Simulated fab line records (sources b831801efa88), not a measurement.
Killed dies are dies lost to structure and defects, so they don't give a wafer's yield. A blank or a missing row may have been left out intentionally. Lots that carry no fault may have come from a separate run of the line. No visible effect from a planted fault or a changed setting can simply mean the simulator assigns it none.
fab line records | flow gf180mcu
[record] lots = 10 | wafers = 30 | last-day = 33
route steps=602 shown V4@479 MIM@511
lots that met no fault: from a run of the same line without faults
start-h: hours from the record's first day to the start of the lot's first wafer shown | wait-h: time in hours since the lot's previous step | " as in the row above | L1.1+2: one row covering several wafers at once | - either no value or no given start | * or withheld: withheld | < > ~ a bound
route shown NAME@n: names a module that has steps shown in the file, with the first one's number in the route | usual: average and standard deviation across the fault-free wafers | same: alike in all rows | chamber/n: place in a boat | sites: per-site readings | _std_site: standard deviation of those values | _edge_site: outer sites' mean less inner sites' | radius-mm: how far each site lies from the wafer's centre | mask NAME#n: copy n | behind: the tool/chamber that last shaped the wafer | hold: what put the lot on hold/how long, in hours/how the hold closed | device: which transistor (n, p or np) failed to switch | end of line: the route-end tests of the same wafers | a step with no rows: only its recipe | killed: count of dies lost to structure and defects at first sort (not the wafer's yield) | map: a wafer's dies, marking killed ones x, the rest . and places with no die _
set.NAME: the run value of the setting; set.NAME@STEP: its run value at that earlier step | model.NAME: the simulator's own value behind a step, which no gauge read
steps of the route over a sample of lots; a table a step, a row a wafer
services: from which hour (start-h, from the record's first day; less than 0 if before it) a tool's chamber was out of use, for how many hours, and why
[[steps]]
[step GF_V4_THK_MEAS_03]
[recipe] reads = SiO2_of_V4_CVD_02
[usual] V4_CVD_02_THK = 852/11
lot.wafer | tool          | chamber | start-h | wait-h | V4_CVD_02_THK[nm]
L781.1    | film-metro-03 | -       | 536.84  | 0.0    | 841
L781.4    | "             | -       | "       | "      | 852
L781.6    | "             | -       | "       | "      | 849
L782.1    | film-metro-01 | -       | 552.60  | 0.0    | 845
L782.3    | "             | -       | "       | "      | 848
L782.5    | "             | -       | "       | "      | 861
L784.1    | film-metro-04 | -       | 562.92  | 0.0    | 859
L784.3    | "             | -       | "       | "      | 857
L784.4    | "             | -       | "       | "      | 884
L785.3    | film-metro-03 | -       | 575.18  | 0.1    | 853
L785.4    | "             | -       | "       | "      | 867
L785.5    | "             | -       | "       | "      | 877
L787.3    | film-metro-01 | -       | 596.51  | 0.1    | 842
L787.5    | "             | -       | "       | "      | 850
L787.6    | "             | -       | "       | "      | 847
L792.1    | film-metro-04 | -       | 629.37  | 0.0    | 845
L792.3    | "             | -       | "       | "      | 838
L792.6    | "             | -       | "       | "      | 850
L793.1    | film-metro-04 | -       | 632.29  | 0.0    | 841
L793.4    | "             | -       | "       | "      | 859
L793.6    | "             | -       | "       | "      | 855
L795.2    | film-metro-04 | -       | 652.73  | 0.0    | 842
L795.4    | "             | -       | "       | "      | 875
L795.5    | "             | -       | "       | "      | 880
L796.3    | film-metro-04 | -       | 669.59  | 0.1    | 847
L796.4    | "             | -       | "       | "      | 868
L796.6    | "             | -       | "       | "      | 869
L800.1    | film-metro-04 | -       | 692.83  | 0.0    | 844
L800.2    | "             | -       | "       | "      | 859
L800.6    | "             | -       | "       | "      | 858
[step GF_V4_OVL_MEAS_15]
[usual] V4_OVL = 4/5.7
lot.wafer | tool       | chamber | start-h | wait-h | V4_OVL[nm]
L781.1    | overlay-01 | -       | 559.99  | 0.1    | -4
L781.4    | "          | -       | "       | "      | 3
L781.6    | "          | -       | "       | "      | 4
L782.1    | overlay-02 | -       | 575.35  | 0.1    | 22
L782.3    | "          | -       | "       | "      | 17
L782.5    | "          | -       | "       | "      | 21
L784.1    | overlay-01 | -       | 585.14  | 0.1    | 5
L784.3    | "          | -       | "       | "      | 3
L784.4    | "          | -       | "       | "      | 1
L785.3    | overlay-02 | -       | 596.60  | 0.1    | 5
L785.4    | "          | -       | "       | "      | 0
L785.5    | "          | -       | "       | "      | 5
L787.3    | overlay-01 | -       | 617.25  | 0.1    | 0
L787.5    | "          | -       | "       | "      | 0
L787.6    | "          | -       | "       | "      | 13
L792.1    | overlay-01 | -       | 650.24  | 0.1    | 12
L792.3    | "          | -       | "       | "      | 8
L792.6    | "          | -       | "       | "      | 6
L793.1    | overlay-01 | -       | 652.60  | 0.1    | 8
L793.4    | "          | -       | "       | "      | 0
L793.6    | "          | -       | "       | "      | 8
L795.2    | overlay-01 | -       | 672.54  | 0.1    | 0
L795.4    | "          | -       | "       | "      | 0
L795.5    | "          | -       | "       | "      | 0
L796.3    | overlay-01 | -       | 688.86  | 0.1    | 2
L796.4    | "          | -       | "       | "      | -7
L796.6    | "          | -       | "       | "      | -6
L800.1    | overlay-02 | -       | 711.70  | 0.1    | 7
L800.2    | "          | -       | "       | "      | 3
L800.6    | "          | -       | "       | "      | 8
[step GF_V4_ETCH_17]
[recipe] chemistry = C4F8/O2/Ar | mask-material = KrF | target = SiO2 | stop-on = TiN | source-w = 1500 | bias-w = 1200 | pressure-mtorr = 40 | c4f8-flow-sccm = withheld | O2_flow_sccm = 6 | Ar_flow_sccm = 300 | time-s = withheld | target-depth-a = 6300
[usual] oes-product-au = 0.855/0.0048
lot.wafer | tool        | chamber | start-h | wait-h | oes-product-au
L781.1    | rie-diel-02 | 0       | -       | -      | 0.855
L781.4    | "           | 1       | "       | "      | 0.864
L781.6    | "           | 1       | "       | "      | 0.854
L782.1    | rie-diel-04 | 1       | -       | -      | 0.856
L782.3    | "           | 3       | "       | "      | 0.860
L782.5    | "           | 2       | "       | "      | 0.858
L784.1    | rie-diel-02 | 1       | -       | -      | 0.850
L784.3    | "           | 2       | "       | "      | 0.863
L784.4    | "           | 1       | "       | "      | 0.857
L785.3    | rie-diel-01 | 2       | -       | -      | 0.868
L785.4    | "           | 1       | "       | "      | 0.855
L785.5    | "           | 3       | "       | "      | 0.855
L787.3    | rie-diel-04 | 2       | -       | -      | 0.857
L787.5    | "           | 1       | "       | "      | 0.866
L787.6    | "           | 2       | "       | "      | 0.852
L792.1    | rie-diel-02 | 2       | -       | -      | 0.857
L792.3    | "           | 3       | "       | "      | 0.860
L792.6    | "           | 3       | "       | "      | 0.847
L793.1    | rie-diel-01 | 2       | -       | -      | 0.860
L793.4    | "           | 3       | "       | "      | 0.855
L793.6    | "           | 1       | "       | "      | 0.855
L795.2    | rie-diel-04 | 1       | -       | -      | 0.855
L795.4    | "           | 2       | "       | "      | 0.856
L795.5    | "           | 3       | "       | "      | 0.844
L796.3    | rie-diel-01 | 1       | -       | -      | 0.856
L796.4    | "           | 2       | "       | "      | 0.859
L796.6    | "           | 2       | "       | "      | 0.856
L800.1    | rie-diel-02 | 1       | -       | -      | 0.856
L800.2    | "           | 2       | "       | "      | 0.854
L800.6    | "           | 0       | "       | "      | 0.851
[step GF_MIM_SPUTTER_08]
[recipe] material = AlCu | target-thk-nm = 200 | power-w = 10600 | time-s = 10.6 | chamber-pressure-pa = 0.4
[usual] cathode-dc-power-W = 10600/1.9 | chamber-pressure-pa = 0.4001/0.00078 | throttle-valve-pct = 30.2/0.63
lot.wafer | tool           | chamber | start-h | wait-h | cathode-dc-power-W | chamber-pressure-pa | throttle-valve-pct
L781.1    | pvd-sputter-01 | -       | 561.77  | 0.0    | 10601              | 0.4009              | 29.5
L781.4    | "              | -       | "       | "      | 10601              | 0.4004              | 30.3
L781.6    | "              | -       | "       | "      | 10600              | 0.4002              | 29.2
L782.1    | pvd-sputter-01 | -       | 577.10  | 0.0    | 10599              | 0.4009              | 29.5
L782.3    | "              | -       | "       | "      | 10597              | 0.4014              | 30.6
L782.5    | "              | -       | "       | "      | 10604              | 0.4006              | 30.4
L784.1    | pvd-sputter-03 | -       | 586.90  | 0.0    | 10601              | 0.4009              | 30.7
L784.3    | "              | -       | "       | "      | 10600              | 0.4010              | 29.4
L784.4    | "              | -       | "       | "      | 10599              | 0.4005              | 30.2
L785.3    | pvd-sputter-03 | -       | 598.34  | 0.0    | 10600              | 0.3993              | 29.4
L785.4    | "              | -       | "       | "      | 10601              | 0.4012              | 30.4
L785.5    | "              | -       | "       | "      | 10597              | 0.4005              | 29.9
L787.3    | pvd-sputter-01 | -       | 618.99  | 0.0    | 10601              | 0.4006              | 30.2
L787.5    | "              | -       | "       | "      | 10602              | 0.4008              | 30.0
L787.6    | "              | -       | "       | "      | 10602              | 0.4000              | 29.4
L792.1    | pvd-sputter-03 | -       | 652.12  | 0.0    | 10598              | 0.4005              | 30.6
L792.3    | "              | -       | "       | "      | 10598              | 0.3996              | 30.0
L792.6    | "              | -       | "       | "      | 10600              | 0.3992              | 29.7
L793.1    | pvd-sputter-04 | -       | 654.35  | 0.0    | 10601              | 0.4000              | 29.9
L793.4    | "              | -       | "       | "      | 10600              | 0.4002              | 29.9
L793.6    | "              | -       | "       | "      | 10599              | 0.4001              | 30.5
L795.2    | pvd-sputter-04 | -       | 674.33  | 0.0    | 10600              | 0.3989              | 30.7
L795.4    | "              | -       | "       | "      | 10598              | 0.4002              | 30.1
L795.5    | "              | -       | "       | "      | 10597              | 0.3998              | 30.3
L796.3    | pvd-sputter-04 | -       | 690.67  | 0.0    | 10602              | 0.3998              | 29.9
L796.4    | "              | -       | "       | "      | 10602              | 0.3998              | 30.3
L796.6    | "              | -       | "       | "      | 10600              | 0.3995              | 30.0
L800.1    | pvd-sputter-04 | -       | 713.45  | 0.0    | 10598              | 0.4003              | 30.5
L800.2    | "              | -       | "       | "      | 10599              | 0.4001              | 30.7
L800.6    | "              | -       | "       | "      | 11672              | 0.3988              | 29.9
[step GF_MIM_RS_MEAS_10]
[recipe] thk-meas-gauge = four-point-probe | reads = TiN_of_MIM_SPUTTER_09+AlCu_of_MIM_SPUTTER_08+TiN_of_MIM_SPUTTER_07
[usual] MIM_ALCU_RS = 0.1600/0.0013
lot.wafer | tool          | chamber | start-h | wait-h | MIM_ALCU_RS[ohm/sq]
L781.1    | film-metro-03 | -       | 561.83  | 0.0    | 0.1580
L781.4    | "             | -       | "       | "      | 0.1593
L781.6    | "             | -       | "       | "      | 0.1585
L782.1    | film-metro-04 | -       | 577.16  | 0.0    | 0.1588
L782.3    | "             | -       | "       | "      | 0.1600
L782.5    | "             | -       | "       | "      | 0.1599
L784.1    | film-metro-02 | -       | 586.95  | 0.0    | 0.1575
L784.3    | "             | -       | "       | "      | 0.1591
L784.4    | "             | -       | "       | "      | 0.1580
L785.3    | film-metro-04 | -       | 598.43  | 0.1    | 0.1590
L785.4    | "             | -       | "       | "      | 0.1601
L785.5    | "             | -       | "       | "      | 0.1587
L787.3    | film-metro-04 | -       | 619.09  | 0.1    | 0.1615
L787.5    | "             | -       | "       | "      | 0.1608
L787.6    | "             | -       | "       | "      | 0.1610
L792.1    | film-metro-04 | -       | 652.18  | 0.0    | 0.1604
L792.3    | "             | -       | "       | "      | 0.1597
L792.6    | "             | -       | "       | "      | 0.1594
L793.1    | film-metro-02 | -       | 654.41  | 0.0    | 0.1615
L793.4    | "             | -       | "       | "      | 0.1601
L793.6    | "             | -       | "       | "      | 0.1601
L795.2    | film-metro-02 | -       | 674.40  | 0.0    | 0.1613
L795.4    | "             | -       | "       | "      | 0.1608
L795.5    | "             | -       | "       | "      | 0.1606
L796.3    | film-metro-04 | -       | 690.76  | 0.1    | 0.1597
L796.4    | "             | -       | "       | "      | 0.1595
L796.6    | "             | -       | "       | "      | 0.1588
L800.1    | film-metro-03 | -       | 713.51  | 0.0    | 0.1603
L800.2    | "             | -       | "       | "      | 0.1605
L800.6    | "             | -       | "       | "      | 0.1457
[step GF_MIM_THK_MEAS_11]
[recipe] thk-meas-gauge = xrf | reads = AlCu_of_MIM_SPUTTER_08
[usual] MIM_ALCU_THK = 197.0/1.8
lot.wafer | tool          | chamber | start-h | wait-h | MIM_ALCU_THK[nm]
L781.1    | film-metro-03 | -       | 561.95  | 0.1    | 197.3
L781.4    | "             | -       | "       | "      | 196.1
L781.6    | "             | -       | "       | "      | 196.6
L782.1    | film-metro-04 | -       | 577.28  | 0.1    | 198.1
L782.3    | "             | -       | "       | "      | 195.7
L782.5    | "             | -       | "       | "      | 198.3
L784.1    | film-metro-02 | -       | 587.07  | 0.1    | 199.9
L784.3    | "             | -       | "       | "      | 197.3
L784.4    | "             | -       | "       | "      | 199.3
L785.3    | film-metro-04 | -       | 598.53  | 0.1    | 198.9
L785.4    | "             | -       | "       | "      | 196.5
L785.5    | "             | -       | "       | "      | 198.5
L787.3    | film-metro-04 | -       | 619.19  | 0.1    | 199.0
L787.5    | "             | -       | "       | "      | 198.1
L787.6    | "             | -       | "       | "      | 198.6
L792.1    | film-metro-04 | -       | 652.30  | 0.1    | 198.9
L792.3    | "             | -       | "       | "      | 198.2
L792.6    | "             | -       | "       | "      | 198.8
L793.1    | film-metro-02 | -       | 654.53  | 0.1    | 195.3
L793.4    | "             | -       | "       | "      | 197.5
L793.6    | "             | -       | "       | "      | 197.8
L795.2    | film-metro-02 | -       | 674.51  | 0.1    | 195.8
L795.4    | "             | -       | "       | "      | 195.2
L795.5    | "             | -       | "       | "      | 195.8
L796.3    | film-metro-04 | -       | 690.86  | 0.1    | 197.3
L796.4    | "             | -       | "       | "      | 196.9
L796.6    | "             | -       | "       | "      | 199.0
L800.1    | film-metro-03 | -       | 713.63  | 0.1    | 195.4
L800.2    | "             | -       | "       | "      | 195.1
L800.6    | "             | -       | "       | "      | 213.4
[step GF_MIM_METAL_ETCH_19]
[recipe] chemistry = Cl2/BCl3 | mask-material = NOVOLAK | stop-on = Si3N4 | target-depth-nm = 324.5 | pressure-mtorr = 8 | icp-w = 800 | bias-w = 140 | Cl2_flow_sccm = 80 | bcl3-flow-sccm = 40 | time-s = 54.1
[usual] drypump-motor-current-A = 5.6/0.41 | oes-product-au = 0.942/0.0061 | throttle-valve-pct = 28.281/0.01
lot.wafer | tool         | chamber | start-h | wait-h | drypump-motor-current-A | oes-product-au | rf-hours-counter-h | throttle-valve-pct
L781.1    | rie-metal-04 | 0       | 582.92  | 0.1    | 5.8                     | 0.946          | 5                  | 28.272
L781.4    | "            | 0       | "       | "      | 5.8                     | 0.944          | -                  | 28.272
L781.6    | "            | 0       | "       | "      | 5.8                     | 0.942          | -                  | 28.277
L782.1    | rie-metal-01 | 1       | 598.07  | 0.1    | 5.7                     | 0.948          | 10                 | 28.265
L782.3    | "            | 0       | "       | "      | 5.4                     | 0.943          | -                  | 28.281
L782.5    | "            | 0       | "       | "      | 5.4                     | 0.954          | -                  | 28.294
L784.1    | rie-metal-01 | 1       | 608.47  | 0.1    | 5.8                     | 0.953          | 11                 | 28.273
L784.3    | "            | 0       | "       | "      | 5.4                     | 0.947          | -                  | 28.272
L784.4    | "            | 1       | "       | "      | 5.7                     | 0.950          | -                  | 28.278
L785.3    | rie-metal-01 | 1       | 618.84  | 0.1    | 5.8                     | 0.943          | -                  | 28.288
L785.4    | "            | 0       | "       | "      | 5.4                     | 0.938          | -                  | 28.274
L785.5    | "            | 0       | "       | "      | 5.4                     | 0.944          | -                  | 28.268
L787.3    | rie-metal-03 | 0       | 638.24  | 0.1    | 5.1                     | 0.935          | -                  | 28.302
L787.5    | "            | 1       | "       | "      | 6.2                     | 0.948          | -                  | 28.283
L787.6    | "            | 0       | "       | "      | 5.1                     | 0.939          | -                  | 28.277
L792.1    | rie-metal-04 | 0       | 670.87  | 0.1    | 5.8                     | 0.937          | 8                  | 28.302
L792.3    | "            | 1       | "       | "      | 5.2                     | 0.948          | -                  | 28.287
L792.6    | "            | 0       | "       | "      | 5.8                     | 0.941          | -                  | 28.269
L793.1    | rie-metal-03 | 1       | 673.22  | 0.1    | 6.2                     | 0.933          | 3                  | 28.266
L793.4    | "            | 0       | "       | "      | 5.1                     | 0.943          | -                  | 28.291
L793.6    | "            | 0       | "       | "      | 5.1                     | 0.945          | -                  | 28.288
L795.2    | rie-metal-01 | 0       | 693.42  | 0.1    | 5.4                     | 0.942          | 13                 | 28.292
L795.4    | "            | 0       | "       | "      | 5.4                     | 0.940          | -                  | 28.298
L795.5    | "            | 0       | "       | "      | 5.4                     | 0.944          | -                  | 28.290
L796.3    | rie-metal-03 | 1       | 709.06  | 0.1    | 6.2                     | 0.945          | -                  | 28.274
L796.4    | "            | 1       | "       | "      | 6.3                     | 0.943          | -                  | 28.294
L796.6    | "            | 1       | "       | "      | 6.3                     | 0.940          | -                  | 28.292
L800.1    | rie-metal-01 | 0       | 731.52  | 0.1    | 5.4                     | 0.945          | 16                 | 28.277
L800.2    | "            | 0       | "       | "      | 5.4                     | 0.951          | -                  | 28.299
L800.6    | "            | 0       | "       | "      | 5.4                     | 0.973          | -                  | 28.241
[[services]]
tool           | chamber | start-h | hours | kind
pvd-sputter-01 | -       | 536.18  | 1.1   | repair
rie-diel-04    | 3       | 539.69  | 4.8   | repair
pvd-sputter-01 | -       | 543.70  | 4.9   | repair
pvd-sputter-04 | 1       | 554.85  | -     | consumable-replace:kit
pvd-sputter-04 | 1       | 554.85  | 18.0  | scheduled-down
pvd-sputter-04 | 1       | 554.85  | 18.0  | vent-cycle
rie-metal-03   | -       | 557.03  | 2.8   | pm
rie-diel-04    | 0       | 557.96  | 1.7   | repair
rie-diel-02    | 1       | 560.52  | 19.2  | repair
rie-metal-04   | 1       | 573.91  | 1.1   | repair
pvd-sputter-01 | -       | 581.14  | 27.6  | repair
rie-diel-01    | 1       | 626.16  | 10.0  | repair
rie-diel-01    | 0       | 629.35  | 6.6   | repair
pvd-sputter-01 | -       | 644.27  | 8.1   | repair
rie-diel-01    | 2       | 663.57  | 2.3   | repair
pvd-sputter-04 | -       | 678.48  | 3.4   | repair
rie-diel-02    | 2       | 687.21  | 16.8  | repair
rie-diel-04    | 0       | 688.33  | 12.8  | repair
pvd-sputter-03 | -       | 696.67  | 5.0   | repair
rie-metal-01   | 1       | 699.27  | -     | clean
rie-metal-01   | 1       | 699.27  | 37.5  | scheduled-down
rie-metal-01   | 1       | 699.27  | 37.5  | vent-cycle
rie-diel-02    | 3       | 722.20  | 4.7   | repair
pvd-sputter-01 | -       | 728.86  | 14.8  | repair
[[key]]
[first-sign] step = GF_MIM_SPUTTER_08 | reading = cathode-dc-power-W | direction = up | sigmas = 99+ | usual = 10600 | struck = 11672
[effect] step = GF_MIM_RS_MEAS_10 | reading = MIM_ALCU_RS | direction = down | sigmas = 11 | usual = 0.1600 | struck = 0.1457
[effect] step = GF_MIM_THK_MEAS_11 | reading = MIM_ALCU_THK | direction = up | sigmas = 9.1 | usual = 197.0 | struck = 213.4
[effect] step = GF_MIM_METAL_ETCH_19 | reading = oes-product-au | direction = up | sigmas = 5.1 | usual = 0.942 | struck = 0.973
met-at GF_MIM_SPUTTER_08
struck-lots L800
struck-wafers L800.6
not-acting-at GF_V4_THK_MEAS_03,GF_V4_OVL_MEAS_15,GF_V4_ETCH_17
onset-between 654.35 713.45
[fault] kind = process-parameter-drift | tool = pvd-sputter-04 | chamber = - | onset-h = 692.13 | steps = GF_MIM_SPUTTER_08 | channel = power-w | offset = 1075.9 | shape = step | end-h = 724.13 | acts-in = these-recipes-only | stated = 10600 | scope = struck-wafers-only
